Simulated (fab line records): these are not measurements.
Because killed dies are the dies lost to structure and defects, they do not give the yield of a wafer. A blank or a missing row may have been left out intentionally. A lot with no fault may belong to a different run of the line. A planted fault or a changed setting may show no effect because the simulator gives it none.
Which of the tools did it? | flow sky130 | Sampling: 6 lots, 18 wafers, 3 of 708 route steps

## WHAT THE GAUGES READ, wafer by wafer
SKY_NWELL_TW_MEAS_26.
lot  | measured     | on            | NWELL_2_TW
L918 | day 5 20:01  | film_metro-01 | 484 487 486
L923 | day 6 23:53  | film_metro-01 | 487 485 488
L925 | day 7 14:35  | film_metro-01 | 601 608 601
L927 | day 8 01:19  | film_metro-03 | 618 622 618
L936 | day 10 05:53 | film_metro-02 | 496 495 495
L938 | day 10 18:55 | film_metro-03 | 501 502 504

## WHICH TOOL RAN EACH LOT (tool, then ch and the chambers of the sampled wafers, then the start)
lot  | SKY_NWELL_IMPLANT_24            | SKY_NWELL_STRIP_25
L918 | implanter-02 ch 0, day 5 19:46  | plasma_asher-01 ch 0,1, day 5 19:55
L923 | implanter-02 ch 0, day 6 23:38  | plasma_asher-01 ch 0,1, day 6 23:46
L925 | implanter-03 ch 0, day 7 14:02  | plasma_asher-04 ch 0,1, day 7 14:28
L927 | implanter-01 ch 0, day 8 00:43  | plasma_asher-04 ch 0,1, day 8 01:11
L936 | implanter-01 ch 0, day 10 05:38 | plasma_asher-01 ch 0,1, day 10 05:46
L938 | implanter-01 ch 0, day 10 18:40 | plasma_asher-04 ch 0,1, day 10 18:49
- SKY_NWELL_IMPLANT_24
- SKY_NWELL_STRIP_25: strips in O2/N2.

## THE ANSWER, worked out from the rows above alone
Rule: what is usual is taken from the lots themselves. Put in order of their means at a reading, lots are off if they are a third of the lots or fewer, leave a main group of 4 or more, and stand apart from it by a gap of 3 or more times the standard deviation of the main group's means; of several such gaps the widest counts. The tables above print the reading to a certain number of digits; a main group whose means all agree to those digits is not used. Also off: a lot with no number at a reading for which 4 or more lots have one. Where the step has rows for the other lots, those lots are counted as sound.
Off: L925, L927, at SKY_NWELL_TW_MEAS_26 (NWELL_2_TW). Mean 492 and standard deviation 6.8 in the main group.
If a tool, at a process step before that reading, ran all the lots that are off and no sound lot after the first of them, it fits. The gauges at SKY_NWELL_TW_MEAS_26 are tried like those tools. Of those tried, none fits.

## WHAT HAD BEEN PUT IN BY THE SIMULATOR
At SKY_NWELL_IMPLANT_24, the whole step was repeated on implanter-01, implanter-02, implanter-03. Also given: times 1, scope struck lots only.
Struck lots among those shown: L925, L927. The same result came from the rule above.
